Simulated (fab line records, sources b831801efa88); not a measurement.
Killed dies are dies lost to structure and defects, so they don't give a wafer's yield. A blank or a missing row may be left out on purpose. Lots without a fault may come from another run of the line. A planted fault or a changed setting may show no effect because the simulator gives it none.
Problem report in the 8D (eight disciplines) form, filled by code | flow sfq_line | the parts of the form that need people (team, actions taken, sign-off) are left out

1. THE PROBLEM
oes_product_au at SFQ_TRILAYER_M7_BARC_OPEN_METAL_ETCH_229 reads a mean of 0.710 a.u. on 3 wafers of 2 lots; wafers without a fault read 0.685 a.u. with a standard deviation of 0.0043. That is +5.7 standard deviations from the usual mean.
The step: etches BARC in O2, target depth 125 nm, time 41.7 s.
First seen on wafer L428.5, day 81 21:27, on rie_metal-02. The record holds 42 wafers of 14 lots with a number at this step. Rule for "out", or "out of limits": more than 4 standard deviations from the usual mean. The other wafers with a number count as sound.

2. WHAT IT IS AND WHAT IT IS NOT
question                    | is                     | is not
which readings at this step | oes_product_au         | bias_w, chamber_pressure_mTorr, drypump_motor_current_A
which lots                  | L428, L430             | L419, L420, L421, L422, L423, L424, L429, L435, L436, L437, L439, L441
which wafers of those lots  | L428.5, L430.3, L430.5 | L428.4, L428.6, L430.6
read on which tools         | rie_metal-02           | rie_metal-03, rie_metal-04
when                        | from day 81 21:27      | up to then (20 sound wafers); but 19 sound wafers of L429, L430, L435, L436, L437, L439, L441 came after

3. SUSPECTS, AND WHAT RULES EACH OUT
Counting: a tool at a process step up to the reading stays a suspect if it ran every lot that is out. Sound lots after the first of them don't rule it out here, since some wafers of a struck lot are sound.
- litho_track-01 at SFQ_TRILAYER_M7_LITHO_COAT_182 (resist thk 62 nm): kept. It ran every lot that is out, first L428 (day 81 18:51); its last sound lot up to then is L424 (day 80 10:07).
- rie_metal-02 at SFQ_TRILAYER_M7_BARC_OPEN_METAL_ETCH_229 (etches BARC in O2, target depth 125 nm, time 41.7 s): kept. It ran every lot that is out, first L428 (day 81 21:27); its last sound lot up to then is L424 (day 80 18:00). Its own readings are out on those wafers: oes_product_au.
Left after counting: litho_track-01 at SFQ_TRILAYER_M7_LITHO_COAT_182, rie_metal-02 at SFQ_TRILAYER_M7_BARC_OPEN_METAL_ETCH_229.

4. THE CAUSE (what the simulator had put in)
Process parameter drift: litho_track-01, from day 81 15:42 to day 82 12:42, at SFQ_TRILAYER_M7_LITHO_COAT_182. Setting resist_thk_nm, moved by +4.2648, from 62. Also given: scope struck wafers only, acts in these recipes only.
Counting left 2 suspects, and this tool is among them.

5. THE CHAIN OF EFFECTS, in route order
Each row: a reading whose mean over the struck wafers that have a number lies more than 3 standard deviations from the usual. Only readings for which the record gives a usual standard deviation are gone through. hours: the time from each lot's start at the first step in this table that gives one to its start at this step, as a median over the lots. sigmas: the change in usual standard deviations.
hours | step                                     | reading        | usual      | on struck wafers | change | sigmas
0     | SFQ_TRILAYER_M7_BARC_OPEN_METAL_ETCH_229 | oes_product_au | 0.685 a.u. | 0.710            | +0.025 | +5.7
The process steps in it:
- SFQ_TRILAYER_M7_BARC_OPEN_METAL_ETCH_229: etches BARC in O2, target depth 125 nm, time 41.7 s.
Later measuring or inspecting steps at which every struck wafer that the step has a row for has a number for every such reading, and none has moved that far: SFQ_I7_BOW_MEAS_946, SFQ_I7_OVL_MEAS_947.

6. WHAT WOULD HAVE CAUGHT IT SOONER
In this record the first reading out of limits was taken at day 81 21:27, 6 hours after the fault began at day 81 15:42.
All the lots that are out (2) had begun SFQ_TRILAYER_M7_LITHO_COAT_182 on litho_track-01 by day 81 21:27. A hold on the tool at that time would have spared none of them.
